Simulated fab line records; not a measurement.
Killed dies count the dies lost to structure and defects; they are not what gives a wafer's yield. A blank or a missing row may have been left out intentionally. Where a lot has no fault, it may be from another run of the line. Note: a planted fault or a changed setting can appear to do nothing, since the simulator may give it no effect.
fab line records	flow sky130	part 2 of 2: steps 44 to 44 of 44
record: lots: 6	wafers: 18	lastDay: 50
route steps=708 shown VIA2@525 METAL3@532 CAPM@537 PAD_OPEN@708
lots untouched by any fault: they come from a run of this same line in which no faults occurred
startH: start of the lot's first displayed wafer, in hours after the record's first day	waitH: how many hours have passed since the lot's step before this one	" unchanged from the row above	L1.1+2: a row that stands for several wafers	- no value, or no start was given	* or withheld: withheld	< > ~ a bound
route shown NAME@n: names a module that has steps shown in the file, with the first one's number in the route	usual: mean/standard deviation taken from wafers without a fault	same: alike in all rows	chamber/n: place in a boat	sites: readings site by site	_std_site: their standard deviation	_edge_site: the outer-site mean with the inner-site mean subtracted	radiusMm: how far each site lies from the wafer's centre	mask NAME#n: copy n	behind: tool/chamber where the wafer was last shaped	hold: cause of the lot's hold/its duration in hours/its outcome	device: names the non-switching transistor (n, p or np)	end of line: the route-end tests of the same wafers	for a step that has no rows: nothing shown but its recipe	killed: count of dies lost to structure and defects at first sort (not the wafer's yield)	map: per-die view of a wafer (x killed, . not killed, _ where there is no die)
set.NAME: the setting as run; set.NAME@STEP: as run at that earlier step	model.NAME: the simulator's own value behind a step, which no gauge read
certain route steps with their lots: each step a table, each wafer a row
services: when a tool's chamber went out of use (startH, in hours from the record's first day, below 0 if earlier), for how many hours, and the reason
== steps ==
step: SKY_PAD_OPEN_PROBE_99
usual: defectLimitedYield: 82.7/2.1	killed_at_M0_to_M3: 43/7.2	killed_at_M4_up: 3.0/1.7	killedAtContacts: 24/5.3	killedAtFrontEnd: 15/4.6	killedAtOther: 0.3/0.5	killedDies: 85/10	killedOpen: 46/7.2	killedShort: 39/6.4	sort_bin_3_pad_short: 0.9/0.42	sort_bin_5_function: 10.2/1.6	sort_bin_6_memory: 6.2/1	sortNPass: 407/10	sortYieldPct: 82.7/2.1
same: grossDies: 492	killedAtBackSide: 0	sort_bin_4_leakage[%]: 0	sort_bin_8_speed[%]: 0
lot.wafer	tool	chamber	startH	waitH	defectLimitedYield[%]	killed_at_M0_to_M3	killed_at_M4_up	killedAtContacts	killedAtFrontEnd	killedAtOther	killedDies	killedOpen	killedShort	sort_bin_3_pad_short[%]	sort_bin_5_function[%]	sort_bin_6_memory[%]	sortNPass	sortYieldPct[%]	model.etest.capMim.bvV	model.etest.capMim.leakLog10ACm2	model.etest.capMim.cFfUm2
L681.1	prober-01	-	1115.66	0.1	80.9	52	3	23	16	0	94	45	49	0.6	12.2	6.3	398	80.9	13.47	-9.055	2.373
L681.3	prober-01	-	1115.76	0.2	85.4	34	4	22	12	0	72	35	37	1.8	6.9	5.9	420	85.4	13.83	-9.036	2.343
L681.4	prober-01	-	1115.81	0.2	82.7	39	4	32	10	0	85	44	41	0.6	10.6	6.1	407	82.7	14.52	-9.189	2.264
L683.1	prober-01	-	1127.96	0.1	81.9	45	1	27	15	1	89	50	39	0.6	9.8	7.7	403	81.9	13.34	-8.764	2.444
L683.2	prober-01	-	1128.01	0.1	80.5	44	6	31	15	0	96	59	37	1.2	11.0	7.3	396	80.5	13.77	-9.15	2.321
L683.5	prober-01	-	1128.16	0.2	83.7	39	2	23	16	0	80	49	31	0.2	10.0	6.1	412	83.7	13.83	-8.963	2.401
L684.1	prober-02	-	1139.85	0.1	85.0	31	3	24	14	2	74	41	33	0.4	9.8	4.9	418	85.0	13.16	-8.762	2.454
L684.3	prober-02	-	1139.95	0.2	84.3	41	4	15	17	0	77	41	36	0.6	9.1	5.9	415	84.3	13.87	-8.905	2.327
L684.5	prober-02	-	1140.05	0.2	84.3	37	1	23	16	0	77	50	27	0.4	10.0	5.3	415	84.3	14.21	-9.139	2.262
L689.2	prober-01	-	1167.68	0.1	87.8	39	2	9	10	0	60	40	20	0.6	7.1	4.5	432	87.8	13.88	-9.023	2.329
L689.3	prober-01	-	1167.73	0.2	82.7	38	3	22	21	1	85	45	40	1.0	9.3	6.9	407	82.7	13.56	-8.893	2.384
L689.5	prober-01	-	1167.83	0.2	83.9	40	1	19	18	1	79	47	32	0.8	10.0	5.3	413	83.9	13.47	-8.819	2.349
L695.2	prober-01	-	1191.40	0.1	78.3	54	3	30	20	0	107	70	37	1.2	12.2	8.3	385	78.3	13.9	-8.987	2.35
L695.3	prober-01	-	1191.45	0.2	77.4	55	4	22	30	0	111	58	53	1.0	14.0	7.5	381	77.4	14.12	-8.941	2.354
L695.6	prober-01	-	1191.60	0.2	82.5	42	5	21	17	1	86	55	31	0.2	10.2	7.1	406	82.5	14.09	-9.06	2.301
L697.1	prober-01	-	1207.35	0.1	81.7	40	4	32	14	0	90	57	33	1.4	11.8	5.1	402	81.7	13.83	-8.923	2.337
L697.2	prober-01	-	1207.40	0.1	83.7	35	0	27	17	1	80	51	29	0.4	10.4	5.5	412	83.7	13.78	-9.056	2.343
L697.6	prober-01	-	1207.60	0.2	82.3	46	4	27	10	0	87	43	44	0.6	10.6	6.5	405	82.3	14.36	-9.02	2.338
killed by level:class
L681.1 METAL2:geometricParticle:short=9 VIA3:geometricParticle:open=9 VIA2:geometricParticle:open=8 METAL1:geometricParticle:short=7 VIA1:geometricParticle:open=7 LI_CONTACT:geometricParticle:open=6 LOCAL_INTERCONNECT:geometricParticle:short=6 POLY_GATE:geometricParticle:short=5
L681.3 VIA1:geometricParticle:short=10 CONTACT:geometricParticle:open=7 LI_CONTACT:geometricParticle:open=6 LOCAL_INTERCONNECT:geometricParticle:short=6 FIELD_ISO:geometricParticle:open=5 VIA1:geometricParticle:open=5 METAL4:geometricParticle:short=4 VIA3:geometricParticle:open=4
L681.4 VIA1:geometricParticle:open=10 LI_CONTACT:geometricParticle:open=8 VIA3:geometricParticle:open=7 LI_CONTACT:geometricParticle:short=7 CONTACT:geometricParticle:open=7 FIELD_ISO:geometricParticle:open=6 LOCAL_INTERCONNECT:geometricParticle:short=6 METAL3:geometricParticle:short=5
L683.1 CONTACT:geometricParticle:open=9 VIA1:geometricParticle:open=9 VIA2:geometricParticle:open=9 LI_CONTACT:geometricParticle:open=8 METAL2:geometricParticle:short=7 CONTACT:geometricParticle:short=5 VIA1:geometricParticle:short=5 POLY_GATE:geometricParticle:short=4
L683.2 VIA1:geometricParticle:open=12 LI_CONTACT:geometricParticle:open=12 CONTACT:geometricParticle:open=10 METAL1:geometricParticle:short=7 VIA2:geometricParticle:open=7 METAL4:geometricParticle:short=5 FIELD_ISO:geometricParticle:open=4 POLY_GATE:geometricParticle:open=4
L683.5 CONTACT:geometricParticle:open=10 VIA1:geometricParticle:open=9 VIA1:geometricParticle:short=8 LI_CONTACT:geometricParticle:open=7 VIA3:geometricParticle:open=5 FIELD_ISO:geometricParticle:open=4 METAL1:geometricParticle:short=4 VIA2:geometricParticle:open=4
L684.1 CONTACT:geometricParticle:open=8 LI_CONTACT:geometricParticle:open=7 VIA1:geometricParticle:open=7 VIA3:geometricParticle:open=5 VIA3:geometricParticle:short=5 FIELD_ISO:geometricParticle:open=3 METAL1:geometricParticle:short=3 POLY_GATE:geometricParticle:short=3
L684.3 VIA1:geometricParticle:open=9 VIA2:geometricParticle:open=8 CONTACT:geometricParticle:open=6 VIA1:geometricParticle:short=5 LI_CONTACT:geometricParticle:open=5 METAL3:geometricParticle:short=5 FIELD_ISO:geometricParticle:short=4 FIELD_ISO:geometricParticle:open=4
L684.5 CONTACT:geometricParticle:open=13 VIA1:geometricParticle:open=7 VIA2:geometricParticle:open=7 POLY_GATE:geometricParticle:open=5 VIA3:geometricParticle:open=5 VIA3:geometricParticle:short=5 FIELD_ISO:geometricParticle:open=4 POLY_GATE:geometricParticle:short=4
L689.2 VIA1:geometricParticle:open=14 VIA2:geometricParticle:open=7 VIA1:geometricParticle:short=7 FIELD_ISO:geometricParticle:open=4 VIA3:geometricParticle:open=4 LI_CONTACT:geometricParticle:open=3 SPACER:geometricParticle:open=2 CONTACT:geometricParticle:open=2
L689.3 LI_CONTACT:geometricParticle:open=9 VIA1:geometricParticle:open=8 METAL1:geometricParticle:short=7 FIELD_ISO:geometricParticle:open=6 FIELD_ISO:geometricParticle:short=6 LOCAL_INTERCONNECT:geometricParticle:short=5 CONTACT:geometricParticle:open=5 METAL2:geometricParticle:short=5
L689.5 VIA1:geometricParticle:open=8 FIELD_ISO:geometricParticle:open=7 VIA3:geometricParticle:open=7 VIA2:geometricParticle:open=6 LI_CONTACT:geometricParticle:open=5 VIA1:geometricParticle:short=5 CONTACT:geometricParticle:open=4 METAL1:geometricParticle:short=4
L695.2 CONTACT:geometricParticle:open=15 VIA1:geometricParticle:open=14 VIA2:geometricParticle:open=12 METAL1:geometricParticle:short=7 VIA1:geometricParticle:short=7 VIA3:geometricParticle:open=7 FIELD_ISO:geometricParticle:open=5 POLY_GATE:geometricParticle:open=5
L695.3 VIA1:geometricParticle:open=19 FIELD_ISO:geometricParticle:short=13 VIA1:geometricParticle:short=9 CONTACT:geometricParticle:open=9 VIA3:geometricParticle:open=9 FIELD_ISO:geometricParticle:open=8 POLY_GATE:geometricParticle:short=4 LI_CONTACT:geometricParticle:open=4
L695.6 VIA1:geometricParticle:open=13 VIA2:geometricParticle:open=11 LI_CONTACT:geometricParticle:open=8 FIELD_ISO:geometricParticle:open=6 CONTACT:geometricParticle:open=6 VIA3:geometricParticle:open=4 METAL4:geometricParticle:short=4 FIELD_ISO:geometricParticle:short=3
L697.1 CONTACT:geometricParticle:open=14 VIA1:geometricParticle:open=10 LI_CONTACT:geometricParticle:open=10 VIA2:geometricParticle:open=9 METAL1:geometricParticle:short=6 CONTACT:geometricParticle:short=5 VIA3:geometricParticle:open=5 FIELD_ISO:geometricParticle:open=4
L697.2 VIA1:geometricParticle:open=13 CONTACT:geometricParticle:open=9 LI_CONTACT:geometricParticle:open=8 POLY_GATE:geometricParticle:open=6 VIA2:geometricParticle:open=6 CONTACT:geometricParticle:short=5 VIA1:geometricParticle:short=4 FIELD_ISO:geometricParticle:open=3
L697.6 CONTACT:geometricParticle:open=8 METAL1:geometricParticle:short=8 LI_CONTACT:geometricParticle:open=6 METAL2:geometricParticle:short=6 CONTACT:geometricParticle:short=5 METAL1:geometricParticle:open=5 VIA3:geometricParticle:open=5 LI_CONTACT:geometricParticle:short=4
== services ==
tool	chamber	startH	hours	kind
rieDiel-04	-	879.80	0.5	repair
rieDiel-02	1	880.51	6.1	repair
rieDiel-02	-	888.17	0.2	repair
pvdSputter-03	-	911.40	2.3	repair
rieDiel-02	0	918.92	4.0	repair
pvdSputter-02	-	922.04	4.1	repair
rieDiel-02	3	927.72	2.9	repair
rieDiel-01	2	932.57	23.1	repair
pecvd-02	1	936.67	2.4	repair
rieDiel-04	1	939.29	1.6	repair
pvdSputter-02	-	941.44	5.5	repair
rieDiel-02	2	948.34	9.8	repair
rieDiel-02	1	949.95	8.3	repair
pvdSputter-02	-	952.73	1.2	repair
pvdSputter-03	-	982.94	2.3	repair
pecvd-02	2	985.87	6.4	repair
pvdSputter-03	-	990.50	90.0	repair
pecvd-02	1	993.10	15.0	repair
rieDiel-04	1	1004.80	2.9	repair
pvdSputter-02	-	1020.75	3.3	repair
rieDiel-01	-	1030.84	14.6	pm
rieDiel-02	0	1033.87	9.7	repair
rieDiel-01	3	1053.66	13.8	repair
pvdSputter-03	-	1057.02	1.9	repair
== key ==
firstSign: step: SKY_CAPM_CVD_00	reading: rfFwdPowerW	direction: down	sigmas: 32	usual: 441.8	struck: 371.2
effect: step: SKY_CAPM_THK_MEAS_01	reading: CAPM_CVD_00_THK	direction: down	sigmas: 2.7	usual: 15.52	struck: 14.91
modelEffect: step: SKY_CAPM_CVD_00	value: SiO2_of_CAPM_CVD_00.thkNm	without: 15.72	struck: 14.93
modelEffect: step: SKY_METAL3_ETCH_17	value: etch.depthNm	without: 15.72	struck: 14.93
modelEffect: step: SKY_PAD_OPEN_PROBE_99	value: etest.capMim.bvV	without: 14.15	struck: 13.44
metAt SKY_CAPM_CVD_00
struckWafers L683.1,L683.5,L684.1
onsetBetween 901.82 915.79
fault: kind: processParameterDrift	tool: pecvd-02	chamber: 1	onsetH: 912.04	steps: SKY_CAPM_CVD_00	channel: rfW	offset: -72	shape: step	endH: 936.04	actsIn: theseRecipesOnly	stated: 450
